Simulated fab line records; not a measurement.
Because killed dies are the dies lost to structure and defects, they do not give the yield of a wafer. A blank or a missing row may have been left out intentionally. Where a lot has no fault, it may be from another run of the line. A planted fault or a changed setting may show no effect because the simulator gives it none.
Comparing a struck lot with a sound one | flow gf180mcu | 15 steps out of a route of 602
Sound: the wafers L401.1, L401.3, L401.5. The struck wafers were L404.2, L404.4, L404.6. The cause comes at the end.
Order at every step that has rows: each side's tool, ch and its chambers, its first start. Under that, the readings that differ: sound wafers | struck wafers | difference of the means | sigmas: that difference in standard deviations of wafers without a fault.
alike: words and numbers the same on both sides, and readings whose means are apart by under 2 such deviations; not compared: readings that were withheld, readings missing a value for some wafer, numbers with overlapping values and no deviation given by the record, and bounds like >300 which may hide the same value.
A row with sigmas, a row that says differs or no value, or rows on one side alone: a step with any of these is where the two part. Numbers that don't overlap but have no deviation are shown without sigmas and don't part them. A reading that every wafer of one side lacks parts them only if that side has two wafers or more.

GF_V2_BOW_MEAS_05:
  sound on film metro-04, day 21 16:29; struck on film metro-01, day 22 14:29
  alike: V2_BOW
then, 8 steps without rows for these wafers: GF_V2_DEHYDRATE_06 (time 60 s); GF_V2_HMDS_07 (prime time 60 s); GF_V2_COAT_08; GF_V2_COAT_09 (resist thk 1000 nm); GF_V2_SOFTBAKE_10 (time 60 s); GF_V2_EXPOSE_11 (exposes mask Via2, target cd 260 nm); GF_V2_PEB_12 (peb time 90 s); GF_V2_DEVELOP_13 (develop time 60 s).
GF_V2_CD_MEAS_14: target cd 260 nm.
  sound on cd sem-02, day 22 16:27; struck on cd sem-01, day 23 13:28
  alike: cd nm
GF_V2_OVL_MEAS_15:
  sound on overlay-02, day 22 16:34; struck on overlay-01, day 23 13:35
  alike: V2_OVL
GF_V2_ETCH_16: etches BARC in N2/H2.
  sound on rie diel-02 ch 1,2, day 22 16:37; struck on rie diel-04 ch 1,2,3, day 23 13:37
  alike: bias w, chamber pressure mTorr, drypump motor current A, oes product au, throttle valve pct
GF_V2_ETCH_17: etches SiO2 in C4F8/O2/Ar, stops on TiN, target depth 630 nm.
  sound on rie diel-02 ch 1,2, day 22 16:00; struck on rie diel-04 ch 1,2,3, day 23 13:00
  no value came back on the struck wafers for bias w (W), chamber pressure mTorr (mTorr), oes product au (a.u.); on the sound wafers bias w (W) reads 1202 1193 1201
GF_V2_STRIP_18: strips in O2/N2.
  sound on plasma asher-02 ch 0,1, day 22 16:44; struck on plasma asher-02 ch 1, day 23 13:44
  reading               | sound             | struck            | difference | sigmas
  oes product au (a.u.) | 0.596 0.592 0.590 | 0.668 0.667 0.674 | +0.077     | +15
  alike: chamber pressure mTorr, drypump motor current A, heater power w
  not compared: rf hours counter h
then, 1 step without rows for these wafers: GF_V2_STRIP_19 (strips in post etch residue remover, time 1200 s).

## WHERE THEY PART
Last at GF_V2_STRIP_18 as far as this record goes, first at GF_V2_ETCH_17.

WHY: what the simulator had put in
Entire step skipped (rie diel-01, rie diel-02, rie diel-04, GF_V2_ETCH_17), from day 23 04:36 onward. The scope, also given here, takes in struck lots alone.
